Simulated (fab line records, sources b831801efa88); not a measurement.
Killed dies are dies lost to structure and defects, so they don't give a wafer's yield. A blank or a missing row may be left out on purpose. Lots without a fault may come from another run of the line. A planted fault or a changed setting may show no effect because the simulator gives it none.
Problem report in the 8D (eight disciplines) form, filled by code | flow sky130 | the parts of the form that need people (team, actions taken, sign-off) are left out

1. THE PROBLEM
dose_ions_cm2 at SKY_NWELL_IMPLANT_12 reads a mean of 1.3e+12 on 6 wafers of 2 lots; wafers without a fault read 1.3e+12 with a standard deviation of 1.4e+09. That is -34 standard deviations from the usual mean.
First seen on wafer L224.1, day 6 22:21, on implanter-02. The record holds 42 wafers of 14 lots with a number at this step. Rule for "out", or "out of limits": more than 4 standard deviations from the usual mean. The other wafers with a number count as sound.

2. WHAT IT IS AND WHAT IT IS NOT
question                    | is                     | is not
which readings at this step | dose_ions_cm2          | -
which lots                  | L224, L226             | L214, L215, L217, L218, L221, L222, L223, L228, L229, L233, L236, L237
which wafers of those lots  | all that have a number | -
read on which tools         | implanter-02           | implanter-01, implanter-03
when                        | from day 6 22:21       | up to then (21 sound wafers); but 15 sound wafers of L228, L229, L233, L236, L237 came after

3. SUSPECTS, AND WHAT RULES EACH OUT
Counting: a tool at a process step up to the reading stays a suspect if it ran every lot that is out and no sound lot after the first of them.
- implanter-02 at SKY_NWELL_IMPLANT_12: kept. It ran every lot that is out, first L224 (day 6 22:21), and no sound lot after that; its last sound lot up to then is L222 (day 6 13:44). Its own readings are out on those wafers: dose_ions_cm2.
Left after counting: implanter-02 at SKY_NWELL_IMPLANT_12.

4. THE CAUSE (what the simulator had put in)
Process parameter drift: implanter-02, from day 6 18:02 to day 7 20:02, at SKY_NWELL_IMPLANT_12. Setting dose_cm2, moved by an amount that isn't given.
Counting left only this tool.

5. THE CHAIN OF EFFECTS, in route order
Each row: a reading whose mean over the struck wafers that have a number lies more than 3 standard deviations from the usual. Only readings for which the record gives a usual standard deviation are gone through. hours: the time from each lot's start at the first step in this table that gives one to its start at this step, as a median over the lots. sigmas: the change in usual standard deviations.
hours | step                 | reading       | usual   | on struck wafers | change   | sigmas
0     | SKY_NWELL_IMPLANT_12 | dose_ions_cm2 | 1.3e+12 | 1.3e+12          | -4.8e+10 | -34
The process steps in it:
- SKY_NWELL_IMPLANT_12
Later measuring or inspecting steps at which every struck wafer that the step has a row for has a number for every such reading, and none has moved that far: SKY_VT_ADJUST_LVTN_OVL_MEAS_18, SKY_LI_CONTACT_OVL_MEAS_13.

6. WHAT WOULD HAVE CAUGHT IT SOONER
In this record the first reading out of limits was taken at day 6 22:21, 4 hours after the fault began at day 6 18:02.
